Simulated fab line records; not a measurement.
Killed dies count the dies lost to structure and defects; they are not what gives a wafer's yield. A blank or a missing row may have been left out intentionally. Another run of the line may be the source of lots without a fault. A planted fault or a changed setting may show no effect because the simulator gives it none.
Struck lot and sound lot, side by side	flow sky130	15 out of 708 route steps
Sound: these wafers, L379.3, L379.4, L379.6. Struck: wafers L377.2, L377.3, L377.5. The cause is given at the end.
At each step with rows: each side's tool, then ch and its chambers, then its first start. Under that, the readings that differ: sound wafers	struck wafers	difference of the means	sigmas: that difference in standard deviations of wafers without a fault.
alike: readings with means less than 2 such deviations apart, plus words and numbers identical on both sides. not compared: withheld readings, readings lacking a value on some wafer, bounds such as >300 that could conceal the same value, and numbers that have no deviation in the record and whose values overlap.
A row with sigmas, a row that says differs or no value, or rows on one side alone: a step with any of these is where the two part. Numbers that have no deviation but don't overlap get no sigmas and don't part them. Lack of a reading on every wafer of one side parts them only where that side has two or more wafers.

first, 7 steps without rows for these wafers: SKY_LDD_HVP_DEHYDRATE_00 (time 60 s); SKY_LDD_HVP_HMDS_01 (prime time 60 s); SKY_LDD_HVP_COAT_02 (resist thk 300 nm); SKY_LDD_HVP_SOFTBAKE_03 (time 60 s); SKY_LDD_HVP_EXPOSE_04 (exposes mask HVPTM, target cd 700 nm); SKY_LDD_HVP_PEB_05; SKY_LDD_HVP_DEVELOP_06 (develop time 60 s).
SKY_LDD_HVP_OVL_MEAS_07:
  struck on overlay-02, day 25 13:53; sound on overlay-02, day 26 02:25
  alike: LDD_HVP_OVL
following that, these wafers have no rows for 1 step: SKY_LDD_HVP_IMPLANT_08.
SKY_LDD_HVP_STRIP_09: strips in O2/N2.
  sound on plasma asher-02 ch 0,1, day 26 02:38; struck on plasma asher-02 ch 0,1, day 25 14:04
  alike: drypump motor current A, oes product au, strip time to endpoint s
  not compared: rf hours counter h
SKY_LDD_HVP_TW_MEAS_10:
  struck on film metro-03, day 25 14:11; sound on film metro-03, day 26 02:43
  alike: LDD_HVP_TW
then, 1 step without rows for these wafers: SKY_LDD_LDN_DEHYDRATE_00 (time 60 s).
SKY_LDD_LDN_HMDS_01: prime time 60 s.
  sound on litho track-01 ch 0, day 26 17:28; struck on litho track-03 ch 0, day 26 04:01
reading	sound	struck	difference	sigmas
prime temp c (C)	119.93 119.75 119.94	121.21 121.15 121.36	+1.37	+10
then, 1 step without rows for these wafers: SKY_LDD_LDN_COAT_02 (resist thk 1154 nm).
-- here the record skips 22 days between the struck wafers' starts before and after, leaving off in module LDD_LDN and picking up in module PAD_OPEN (first step shown: number 708 of the route) --
SKY_PAD_OPEN_PROBE_99:
  the record has rows for the struck wafers here (prober-02, day 48 07:41) and none for the sound ones

== WHERE THEY PART ==
At SKY_LDD_LDN_HMDS_01 first; at SKY_PAD_OPEN_PROBE_99 last (within this record only).

WHY: what had been put in by the simulator
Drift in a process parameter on litho track-03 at SKY_LDD_LDN_HMDS_01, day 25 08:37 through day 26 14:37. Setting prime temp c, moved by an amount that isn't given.
